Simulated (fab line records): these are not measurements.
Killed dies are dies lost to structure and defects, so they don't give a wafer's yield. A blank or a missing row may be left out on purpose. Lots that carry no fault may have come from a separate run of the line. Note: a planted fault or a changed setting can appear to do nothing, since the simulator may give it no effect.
A struck lot beside a sound one    flow sky130    15 steps out of a route of 708
Sound: these wafers, L968.2, L968.5, L968.6. Wafers struck: L982.1, L982.2, L982.5. The cause is named last.
For every step that has rows: the tool of each side, followed by ch and its chambers, followed by its first start. Under that, the readings that differ: sound wafers    struck wafers    difference of the means    sigmas: that difference in standard deviations of wafers without a fault.
alike: readings with means less than 2 such deviations apart, plus words and numbers identical on both sides. not compared: withheld readings, readings lacking a value on some wafer, bounds such as >300 that could conceal the same value, and numbers that have no deviation in the record and whose values overlap.
The two part at a step that has a row with sigmas, a row that says differs or no value, or rows on one side only. Numbers that don't overlap but have no deviation are shown without sigmas and don't part them. A reading that every wafer of one side lacks parts them only if that side has two wafers or more.

first, 7 steps without rows for these wafers: SKY_LDD_N_DEHYDRATE_00 (time 60 s); SKY_LDD_N_HMDS_01 (prime time 60 s); SKY_LDD_N_COAT_02 (resist thk 300 nm); SKY_LDD_N_SOFTBAKE_03 (time 60 s); SKY_LDD_N_EXPOSE_04 (exposes mask NTM, target cd 840 nm); SKY_LDD_N_PEB_05; SKY_LDD_N_DEVELOP_06 (develop time 60 s).
SKY_LDD_N_OVL_MEAS_07:
  sound on overlay-01 at day 17 15:40; struck on overlay-02 at day 22 21:46
  alike: LDD_N_OVL
then, 4 steps without rows for these wafers: SKY_LDD_N_IMPLANT_08; SKY_LDD_N_IMPLANT_09; SKY_LDD_N_IMPLANT_10; SKY_LDD_N_IMPLANT_11.
SKY_LDD_N_IMPLANT_12:
  sound on implanter-01 ch 0, day 17 16:19; struck on implanter-01 ch 0, day 22 22:24
reading             sound                          struck                         difference  sigmas
dose ions cm2       5.002e+12 5.005e+12 5.002e+12  7.162e+12 7.158e+12 7.155e+12  +2.155e+12  +99 or more
faraday current uA  28.9 28.1 27.3                 41.9 39.6 39.8                 +12.3       +21
after that, 1 step had no rows for these wafers: SKY_LDD_N_IMPLANT_13.
-- a jump in the record: the struck wafers' starts before and after are 26 days apart (it breaks off in module LDD_N and resumes in module PAD_OPEN, where the first step shown is number 708 of the route) --
SKY_PAD_OPEN_PROBE_99:
  sound on prober-02 at day 45 18:49; struck on prober-01 at day 49 05:53
reading                                  sound                 struck                difference  sigmas
model.etest.nfet_01v8_lvt.vt sat v (V)   0.5251 0.5255 0.5197  0.5942 0.5798 0.5763  +0.0600     
model.etest.sram nfet pass.vt sat v (V)  0.5854 0.5785 0.5545  0.619 0.6223 0.597    +0.040      
model.etest.nfet_01v8.vt sat v (V)       0.64 0.6449 0.6286    0.692 0.6785 0.6748   +0.044      
model.etest.nfet_01v8_lvt.vt v (V)       0.6076 0.6092 0.6049  0.6387 0.631 0.6315   +0.0265     
model.etest.nfet_01v8.vt v (V)           0.6989 0.7002 0.6878  0.7248 0.7178 0.7151  +0.0236     
model.etest.nfet_01v8_swapped.vt v (V)   0.6988 0.7006 0.6877  0.7236 0.7169 0.7147  +0.0227     

WHERE THEY PART
SKY_LDD_N_IMPLANT_12 only, going by this record.

WHY: whatever the simulator had introduced
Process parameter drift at SKY_LDD_N_IMPLANT_12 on implanter-01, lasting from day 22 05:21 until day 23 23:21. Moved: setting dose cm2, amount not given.
